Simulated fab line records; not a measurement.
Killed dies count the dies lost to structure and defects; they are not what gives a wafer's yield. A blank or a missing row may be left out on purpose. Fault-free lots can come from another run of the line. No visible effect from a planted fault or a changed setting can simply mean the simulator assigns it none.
fab line records + flow sky130
[record]
- lots = 6
- wafers = 18
- lastDay = 50
route steps=708 shown POLY_CUT@314 SD_P@320 PAD_OPEN@708
lots untouched by any fault: they come from a run of this same line in which no faults occurred
startH: the number of hours between the record's first day and the start of the first shown wafer of the lot + waitH: time in hours since the lot's previous step + " repeats the value in the row above + L1.1+2: a row that stands for several wafers + - no value, or no start was given + * or withheld: withheld + < > ~ a bound
route shown NAME@n: NAME is a module with steps in the file, n the number in the route of the first one + usual: mean/standard deviation taken from wafers without a fault + same: alike in all rows + chamber/n: place in a boat + sites: the reading at each site + _std_site: the values' standard deviation + _edge_site: inner sites' mean taken away from outer sites' mean + radiusMm: how far each site lies from the wafer's centre + mask NAME#n: copy n + behind: the last tool/chamber to shape the wafer + hold: why the lot was held/for how many hours/how that ended + device: which transistor (n, p or np) failed to switch + end of line: at the end of the route, the tests of the same wafers + a step without rows: its recipe alone + killed: not the wafer's yield, but the dies lost to structure and defects at the first sort + map: dies across one wafer; x = killed, . = not, _ = none there
set.NAME: the setting the step ran with; set.NAME@STEP: the setting that earlier step ran with + model.NAME: the simulator's own value behind a step, which no gauge read
lots at selected steps of the route; one table per step, one row per wafer
services: a tool's chamber out of use, with start hour (startH, from the record's first day; less than 0 if before it), hours out, and reason
[[steps]]
[step SKY_POLY_CUT_DEVELOP_07]
[recipe]
- developTimeS = 60
- resist = KrF-thick
- devTempC = 21
[step SKY_POLY_CUT_CD_MEAS_08]
[recipe]
- targetCdNm = 270
[usual]
- cdNm = 270.4/1.5
| lot.wafer | tool     | chamber | startH | waitH | cdNm  |
|-----------|----------|---------|--------|-------|-------|
| L134.2    | cdSem-01 | -       | 571.18 | -     | 273.2 |
| L134.3    | "        | -       | "      | "     | 273.1 |
| L134.4    | "        | -       | "      | "     | 271.1 |
| L137.1    | cdSem-01 | -       | 610.88 | -     | 271.6 |
| L137.3    | "        | -       | "      | "     | 271.2 |
| L137.6    | "        | -       | "      | "     | 271.4 |
| L138.2    | cdSem-01 | -       | 615.78 | -     | 270.8 |
| L138.4    | "        | -       | "      | "     | 270.6 |
| L138.6    | "        | -       | "      | "     | 271.2 |
| L148.3    | cdSem-01 | -       | 693.55 | -     | 271.9 |
| L148.4    | "        | -       | "      | "     | 271.9 |
| L148.6    | "        | -       | "      | "     | 271.8 |
| L153.1    | cdSem-02 | -       | 731.05 | -     | 269.6 |
| L153.2    | "        | -       | "      | "     | 269.3 |
| L153.3    | "        | -       | "      | "     | 269.1 |
| L155.2    | cdSem-02 | -       | 743.55 | -     | 268.1 |
| L155.3    | "        | -       | "      | "     | 268.9 |
| L155.5    | "        | -       | "      | "     | 270.0 |
[step SKY_POLY_CUT_OVL_MEAS_09]
[usual]
- POLY_CUT_OVL = 0/6.3
| lot.wafer | tool       | chamber | startH | waitH | POLY_CUT_OVL[nm] |
|-----------|------------|---------|--------|-------|------------------|
| L134.2    | overlay-01 | -       | 571.29 | 0.1   | -6               |
| L134.3    | "          | -       | "      | "     | -5               |
| L134.4    | "          | -       | "      | "     | -7               |
| L137.1    | overlay-02 | -       | 611.00 | 0.1   | 4                |
| L137.3    | "          | -       | "      | "     | 7                |
| L137.6    | "          | -       | "      | "     | 8                |
| L138.2    | overlay-01 | -       | 615.89 | 0.1   | -3               |
| L138.4    | "          | -       | "      | "     | 0                |
| L138.6    | "          | -       | "      | "     | 1                |
| L148.3    | overlay-02 | -       | 693.65 | 0.1   | 2                |
| L148.4    | "          | -       | "      | "     | -2               |
| L148.6    | "          | -       | "      | "     | -3               |
| L153.1    | overlay-02 | -       | 731.17 | 0.1   | -8               |
| L153.2    | "          | -       | "      | "     | -10              |
| L153.3    | "          | -       | "      | "     | -6               |
| L155.2    | overlay-02 | -       | 743.66 | 0.1   | 5                |
| L155.3    | "          | -       | "      | "     | -3               |
| L155.5    | "          | -       | "      | "     | -2               |
[step SKY_POLY_CUT_ETCH_10]
[recipe]
- chemistry = N2/H2
- target = BARC
- ionEnergyEv = 200
- sourceW = 500
- biasW = 100
- pressureMtorr = 30
- n2FlowSccm = 100
- h2FlowSccm = 200
- stopOn = SiO2
- timeS = 45.9
- targetDepthA = 600
[usual]
- drypumpMotorCurrentA = 6.0/0.52
- oesProductAu = 0.855/0.005
- throttleValvePct = 13.224/0.0094
| lot.wafer | tool       | chamber | startH | waitH | drypumpMotorCurrentA | oesProductAu | rfHoursCounterH | throttleValvePct |
|-----------|------------|---------|--------|-------|----------------------|--------------|-----------------|------------------|
| L134.2    | rieDiel-01 | 2       | 571.32 | 0.0   | 6.2                  | 0.854        | 1               | 13.202           |
| L134.3    | "          | 3       | "      | "     | 6.4                  | 0.854        | 0               | 13.227           |
| L134.4    | "          | 1       | "      | "     | 5.4                  | 0.851        | 6               | 13.227           |
| L137.1    | rieDiel-04 | 1       | 611.03 | 0.0   | 6.7                  | 0.851        | 21              | 13.228           |
| L137.3    | "          | 2       | "      | "     | 5.5                  | 0.854        | 32              | 13.212           |
| L137.6    | "          | 2       | "      | "     | 5.6                  | 0.853        | -               | 13.210           |
| L138.2    | rieDiel-04 | 3       | 615.92 | 0.0   | 6.7                  | 0.864        | 0               | 13.220           |
| L138.4    | "          | 1       | "      | "     | 6.7                  | 0.856        | 21              | 13.212           |
| L138.6    | "          | 3       | "      | "     | 6.7                  | 0.853        | -               | 13.221           |
| L148.3    | rieDiel-01 | 2       | 693.67 | 0.0   | 6.2                  | 0.843        | 3               | 13.243           |
| L148.4    | "          | 3       | "      | "     | 6.4                  | 0.852        | 2               | 13.212           |
| L148.6    | "          | 3       | "      | "     | 6.4                  | 0.854        | -               | 13.241           |
| L153.1    | rieDiel-01 | 0       | 731.20 | 0.0   | 6.2                  | 0.848        | 21              | 13.212           |
| L153.2    | "          | 3       | "      | "     | 6.4                  | 0.856        | 3               | 13.215           |
| L153.3    | "          | 1       | "      | "     | 5.4                  | 0.853        | 9               | 13.221           |
| L155.2    | rieDiel-04 | 0       | 743.69 | 0.0   | 6.4                  | 0.850        | 1               | 13.229           |
| L155.3    | "          | 2       | "      | "     | 5.5                  | 0.848        | 36              | 13.229           |
| L155.5    | "          | 0       | "      | "     | 6.3                  | 0.855        | -               | 13.219           |
[step SKY_POLY_CUT_ETCH_11]
[recipe]
- target = Si3N4
- chemistry = CF4/CH2F2/Ar
- stopOn = poly-Si
- sourceW = 600
- biasW = 150
- pressureMtorr = 40
- cf4FlowSccm = 40
- ch2f2FlowSccm = 20
- Ar_flow_sccm = 150
- timeS = 42.5
- targetDepthA = 600
[usual]
- cf4FlowSccm = 40.01/0.13
- drypumpMotorCurrentA = 6.0/0.51
- oesProductAu = 0.828/0.0055
- throttleValvePct = 14.994/0.0082
| lot.wafer | tool       | chamber | startH | waitH | cf4FlowSccm | drypumpMotorCurrentA | oesProductAu | rfHoursCounterH | throttleValvePct |
|-----------|------------|---------|--------|-------|-------------|----------------------|--------------|-----------------|------------------|
| L134.2    | rieDiel-01 | 2       | 571.36 | 0.0   | 40.15       | 6.2                  | 0.829        | 1               | 14.995           |
| L134.3    | "          | 3       | "      | "     | 40.15       | 6.4                  | 0.832        | 0               | 14.978           |
| L134.4    | "          | 1       | "      | "     | 40.19       | 5.3                  | 0.833        | 6               | 14.996           |
| L137.1    | rieDiel-04 | 1       | 611.08 | 0.0   | 39.97       | 6.7                  | 0.829        | 21              | 14.998           |
| L137.3    | "          | 2       | "      | "     | 39.99       | 5.5                  | 0.828        | 32              | 14.983           |
| L137.6    | "          | 2       | "      | "     | 39.84       | 5.5                  | 0.832        | -               | 14.998           |
| L138.2    | rieDiel-04 | 3       | 615.96 | 0.0   | 39.88       | 6.7                  | 0.828        | 0               | 15.001           |
| L138.4    | "          | 1       | "      | "     | 40.06       | 6.7                  | 0.829        | 21              | 15.001           |
| L138.6    | "          | 3       | "      | "     | 39.95       | 6.7                  | 0.827        | -               | 14.986           |
| L148.3    | rieDiel-01 | 2       | 693.71 | 0.0   | 39.92       | 6.2                  | 0.833        | 3               | 14.990           |
| L148.4    | "          | 3       | "      | "     | 39.81       | 6.4                  | 0.835        | 2               | 14.990           |
| L148.6    | "          | 3       | "      | "     | 39.84       | 6.4                  | 0.826        | -               | 14.997           |
| L153.1    | rieDiel-01 | 0       | 731.24 | 0.0   | 40.00       | 6.3                  | 0.829        | 21              | 15.004           |
| L153.2    | "          | 3       | "      | "     | 39.99       | 6.4                  | 0.822        | 3               | 14.989           |
| L153.3    | "          | 1       | "      | "     | 40.11       | 5.4                  | 0.829        | 9               | 14.993           |
| L155.2    | rieDiel-04 | 0       | 743.73 | 0.0   | 39.89       | 6.3                  | 0.830        | 1               | 14.995           |
| L155.3    | "          | 2       | "      | "     | 39.95       | 5.5                  | 0.824        | 36              | 14.989           |
| L155.5    | "          | 0       | "      | "     | 39.85       | 6.3                  | 0.829        | -               | 14.999           |
[step SKY_POLY_CUT_STRIP_12]
[recipe]
- chemistry = O2/N2
- powerW = 1400
- pressureMtorr = 1500
- platenTempC = withheld
- o2FlowSccm = 3000
- n2FlowSccm = 300
- overashFraction = 0.5
[usual]
- drypumpMotorCurrentA = 5.9/0.63
- oesProductAu = 0.452/0.0044
- stripTimeToEndpointS = 5.356/0.018
| lot.wafer | tool           | chamber | startH | waitH | drypumpMotorCurrentA | oesProductAu | rfHoursCounterH | stripTimeToEndpointS |
|-----------|----------------|---------|--------|-------|----------------------|--------------|-----------------|----------------------|
| L134.2    | plasmaAsher-03 | 1       | 571.40 | 0.0   | 5.9                  | 0.450        | 41              | 5.346                |
| L134.3    | "              | 0       | "      | "     | 6.7                  | 0.450        | -               | 5.336                |
| L134.4    | "              | 1       | "      | "     | 5.9                  | 0.456        | -               | 5.346                |
| L137.1    | plasmaAsher-01 | 0       | 611.12 | 0.0   | 6.6                  | 0.448        | 19              | 5.342                |
| L137.3    | "              | 0       | "      | "     | 6.6                  | 0.452        | -               | 5.364                |
| L137.6    | "              | 1       | "      | "     | 6.0                  | 0.449        | -               | 5.364                |
| L138.2    | plasmaAsher-03 | 1       | 616.00 | 0.0   | 5.9                  | 0.446        | 45              | 5.350                |
| L138.4    | "              | 0       | "      | "     | 6.7                  | 0.455        | -               | 5.341                |
| L138.6    | "              | 0       | "      | "     | 6.7                  | 0.444        | -               | 5.331                |
| L148.3    | plasmaAsher-03 | 1       | 693.79 | 0.1   | 5.9                  | 0.455        | -               | 5.383                |
| L148.4    | "              | 0       | "      | "     | 6.7                  | 0.460        | -               | 5.359                |
| L148.6    | "              | 0       | "      | "     | 6.7                  | 0.444        | -               | 5.361                |
| L153.1    | plasmaAsher-04 | 1       | 731.28 | 0.0   | 5.3                  | 0.453        | 91              | 5.340                |
| L153.2    | "              | 0       | "      | "     | 5.0                  | 0.455        | 91              | 5.338                |
| L153.3    | "              | 1       | "      | "     | 5.3                  | 0.454        | -               | 5.367                |
| L155.2    | plasmaAsher-04 | 1       | 743.77 | 0.0   | 5.3                  | 0.456        | 92              | 5.375                |
| L155.3    | "              | 0       | "      | "     | 5.0                  | 0.451        | -               | 5.400                |
| L155.5    | "              | 1       | "      | "     | 5.3                  | 0.453        | -               | 5.358                |
[step SKY_SD_P_DEHYDRATE_00]
[recipe]
- tempC = 200
- timeS = 60
[step SKY_SD_P_HMDS_01]
[recipe]
- primeTimeS = 60
- primeTempC = 120
[step SKY_SD_P_COAT_02]
[recipe]
- resist = NOVOLAK
- spinRpm = 3000
- resistThkNm = 1140
[step SKY_SD_P_SOFTBAKE_03]
[recipe]
- tempC = 90
- timeS = 60
- resist = NOVOLAK
[step SKY_SD_P_EXPOSE_04]
[recipe]
- maskId = PSDM
- na = 0.6
- sourceShape = conventional
- sigmaOuter = 0.6
- polarization = unpolarized
- targetCdNm = 380
- doseMj = 138
[step SKY_SD_P_PEB_05]
[recipe]
- tempC = withheld
- timeS = *
- resist = NOVOLAK
[step SKY_SD_P_DEVELOP_06]
[recipe]
- resist = NOVOLAK
- developer = TMAH
- developTimeS = 60
- devTempC = 23
[usual]
- developerTempC = 23.00/0.11
- exhaustPa = 45.0/0.79
| lot.wafer | tool          | chamber | startH | waitH | developerTempC | exhaustPa |
|-----------|---------------|---------|--------|-------|----------------|-----------|
| L134.2    | lithoTrack-03 | 0       | 600.40 | 0.1   | 23.06          | 44.7      |
| L134.3    | "             | 0       | "      | "     | 22.98          | 46.6      |
| L134.4    | "             | 0       | "      | "     | 22.91          | 45.0      |
| L137.1    | lithoTrack-03 | 0       | 639.53 | 0.1   | 20.68          | 44.1      |
| L137.3    | "             | 0       | "      | "     | 20.68          | 44.7      |
| L137.6    | "             | 0       | "      | "     | 20.65          | 44.0      |
| L138.2    | lithoTrack-03 | 0       | 644.85 | 0.1   | 20.68          | 45.1      |
| L138.4    | "             | 0       | "      | "     | 20.79          | 46.0      |
| L138.6    | "             | 0       | "      | "     | 20.77          | 44.6      |
| L148.3    | lithoTrack-01 | 0       | 721.27 | 0.1   | 22.93          | 45.2      |
| L148.4    | "             | 0       | "      | "     | 22.88          | 44.7      |
| L148.6    | "             | 0       | "      | "     | 22.89          | 44.3      |
| L153.1    | lithoTrack-04 | 0       | 758.25 | 0.1   | 22.94          | 45.6      |
| L153.2    | "             | 0       | "      | "     | 23.00          | 44.5      |
| L153.3    | "             | 0       | "      | "     | 22.85          | 44.4      |
| L155.2    | lithoTrack-01 | 0       | 770.20 | 0.1   | 23.19          | 45.1      |
| L155.3    | "             | 0       | "      | "     | 23.27          | 44.1      |
| L155.5    | "             | 0       | "      | "     | 23.16          | 43.5      |
[step SKY_SD_P_CD_MEAS_07]
[recipe]
- targetCdNm = 380
[usual]
- cdNm = 378.7/2.4
| lot.wafer | tool     | chamber | startH | waitH | cdNm  |
|-----------|----------|---------|--------|-------|-------|
| L134.2    | cdSem-01 | -       | 600.55 | 0.1   | 378.3 |
| L134.3    | "        | -       | "      | "     | 381.0 |
| L134.4    | "        | -       | "      | "     | 378.1 |
| L137.1    | cdSem-02 | -       | 639.68 | 0.1   | 383.4 |
| L137.3    | "        | -       | "      | "     | 383.3 |
| L137.6    | "        | -       | "      | "     | 383.6 |
| L138.2    | cdSem-02 | -       | 645.00 | 0.1   | 385.7 |
| L138.4    | "        | -       | "      | "     | 384.3 |
| L138.6    | "        | -       | "      | "     | 386.0 |
| L148.3    | cdSem-02 | -       | 721.41 | 0.1   | 378.7 |
| L148.4    | "        | -       | "      | "     | 378.9 |
| L148.6    | "        | -       | "      | "     | 378.3 |
| L153.1    | cdSem-02 | -       | 758.40 | 0.1   | 385.5 |
| L153.2    | "        | -       | "      | "     | 384.8 |
| L153.3    | "        | -       | "      | "     | 383.4 |
| L155.2    | cdSem-01 | -       | 770.34 | 0.1   | 382.0 |
| L155.3    | "        | -       | "      | "     | 378.8 |
| L155.5    | "        | -       | "      | "     | 381.3 |
[step SKY_PAD_OPEN_PROBE_99]
[usual]
- killed_at_M0_to_M3 = 42/7.3
- killed_at_M4_up = 3.2/1.8
- killedAtContacts = 25/5.2
- killedAtFrontEnd = 15/4.6
- killedAtOther = 0.3/0.62
- killedDies = 85/9.9
- killedOpen = 46/7.1
- killedShort = 38/5.7
[same]
- grossDies = 492
- killedAtBackSide = 0
| lot.wafer | tool      | chamber | startH  | waitH | killed_at_M0_to_M3 | killed_at_M4_up | killedAtContacts | killedAtFrontEnd | killedAtOther | killedDies | killedOpen | killedShort |
|-----------|-----------|---------|---------|-------|--------------------|-----------------|------------------|------------------|---------------|------------|------------|-------------|
| L134.2    | prober-01 | -       | 1083.87 | 0.1   | 38                 | 4               | 32               | 16               | 0             | 90         | 48         | 42          |
| L134.3    | prober-01 | -       | 1083.92 | 0.2   | 50                 | 0               | 23               | 13               | 0             | 86         | 44         | 42          |
| L134.4    | prober-01 | -       | 1083.97 | 0.2   | 35                 | 6               | 29               | 31               | 1             | 102        | 59         | 43          |
| L153.1    | prober-01 | -       | 1191.67 | 0.1   | 31                 | 2               | 21               | 11               | 0             | 65         | 37         | 28          |
| L153.2    | prober-01 | -       | 1191.72 | 0.1   | 42                 | 2               | 25               | 14               | 0             | 83         | 43         | 40          |
| L153.3    | prober-01 | -       | 1191.77 | 0.2   | 27                 | 3               | 31               | 10               | 2             | 73         | 43         | 30          |
// killed by level:class
L134.2 CONTACT:geometricParticle:open=14 VIA1:geometricParticle:open=8 CONTACT:geometricParticle:short=7 LI_CONTACT:geometricParticle:open=6 VIA3:geometricParticle:open=5 POLY_GATE:geometricParticle:open=4 POLY_GATE:geometricParticle:short=4 METAL1:geometricParticle:short=4
L134.3 VIA1:geometricParticle:open=17 CONTACT:geometricParticle:short=8 VIA3:geometricParticle:open=6 FIELD_ISO:geometricParticle:open=5 LOCAL_INTERCONNECT:geometricParticle:short=5 CONTACT:geometricParticle:open=5 VIA1:geometricParticle:short=5 METAL2:geometricParticle:short=5
L134.4 FIELD_ISO:geometricParticle:open=10 CONTACT:geometricParticle:open=10 VIA2:geometricParticle:open=8 FIELD_ISO:geometricParticle:short=7 LI_CONTACT:geometricParticle:open=7 CONTACT:geometricParticle:short=6 POLY_GATE:geometricParticle:open=5 LOCAL_INTERCONNECT:geometricParticle:short=5
L153.1 VIA2:geometricParticle:open=7 LI_CONTACT:geometricParticle:open=6 CONTACT:geometricParticle:open=6 VIA1:geometricParticle:open=5 POLY_GATE:geometricParticle:open=4 METAL3:geometricParticle:short=4 METAL2:geometricParticle:short=4 CONTACT:geometricParticle:short=3
L153.2 CONTACT:geometricParticle:open=12 LI_CONTACT:geometricParticle:open=7 VIA1:geometricParticle:open=7 VIA2:geometricParticle:open=7 FIELD_ISO:geometricParticle:short=6 METAL1:geometricParticle:short=6 VIA1:geometricParticle:short=5 CONTACT:geometricParticle:short=4
L153.3 LI_CONTACT:geometricParticle:open=9 CONTACT:geometricParticle:short=8 CONTACT:geometricParticle:open=7 VIA3:geometricParticle:open=7 VIA2:geometricParticle:open=6 METAL1:geometricParticle:short=4 VIA1:geometricParticle:short=4 FIELD_ISO:geometricParticle:open=3
[[services]]
| tool           | chamber | startH | hours | kind                     |
|----------------|---------|--------|-------|--------------------------|
| rieDiel-01     | 3       | 549.11 | -     | clean                    |
| rieDiel-01     | 3       | 549.11 | 17.1  | scheduledDown            |
| rieDiel-01     | 3       | 549.11 | 17.1  | ventCycle                |
| rieDiel-04     | 3       | 550.43 | 10.3  | repair                   |
| plasmaAsher-03 | -       | 553.36 | 14.6  | pm                       |
| rieDiel-04     | 3       | 575.73 | 7.7   | repair                   |
| rieDiel-01     | 1       | 579.00 | 3.6   | repair                   |
| rieDiel-04     | 3       | 583.40 | -     | clean                    |
| rieDiel-04     | 3       | 583.40 | 17.4  | scheduledDown            |
| rieDiel-04     | 3       | 583.40 | 17.4  | ventCycle                |
| plasmaAsher-04 | -       | 584.14 | 2.7   | repair                   |
| plasmaAsher-03 | -       | 606.37 | 0.7   | repair                   |
| lithoTrack-01  | -       | 606.69 | -     | consumableReplace:filter |
| rieDiel-04     | 1       | 617.52 | 1.2   | repair                   |
| plasmaAsher-01 | -       | 624.41 | 1.1   | repair                   |
| plasmaAsher-04 | -       | 627.18 | 4.0   | pm                       |
| rieDiel-01     | 2       | 648.66 | 9.3   | repair                   |
| rieDiel-04     | 3       | 668.47 | 2.7   | repair                   |
| plasmaAsher-01 | -       | 688.25 | 2.1   | repair                   |
| rieDiel-04     | 0       | 693.38 | -     | clean                    |
| rieDiel-04     | 0       | 693.38 | 19.2  | scheduledDown            |
| rieDiel-04     | 0       | 693.38 | 19.2  | ventCycle                |
| plasmaAsher-03 | -       | 713.24 | 2.6   | repair                   |
| plasmaAsher-03 | -       | 755.00 | 0.6   | repair                   |
[[key]]
[firstSign]
- step = SKY_SD_P_DEVELOP_06
- reading = developerTempC
- direction = down
- sigmas = 20
- usual = *
- struck = *
[effect]
- step = SKY_SD_P_CD_MEAS_07
- reading = cdNm
- direction = up
- sigmas = 2.4
- usual = 378.7
- struck = 384.4
metAt SKY_SD_P_DEVELOP_06
struckWafers L137.1,L137.3,L137.6,L138.2,L138.4,L138.6
testerLeftOut L137,L138
onsetBetween 600.40 639.53
[fault]
- kind = processParameterDrift
- tool = lithoTrack-03
- chamber = -
- onsetH = 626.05
- steps = SKY_SD_P_DEVELOP_06
- channel = devTempC
- offset = *
- shape = step
- endH = 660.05
- actsIn = *
- stated = *
// testerLeftOut: of these lots the tester's yield and bins aren't shown, on N5 and GAA mostly nor the transistor test; their killed dies are dies lost to structure and defects alone, not to doping, threshold or leakage, so they don't give the yield
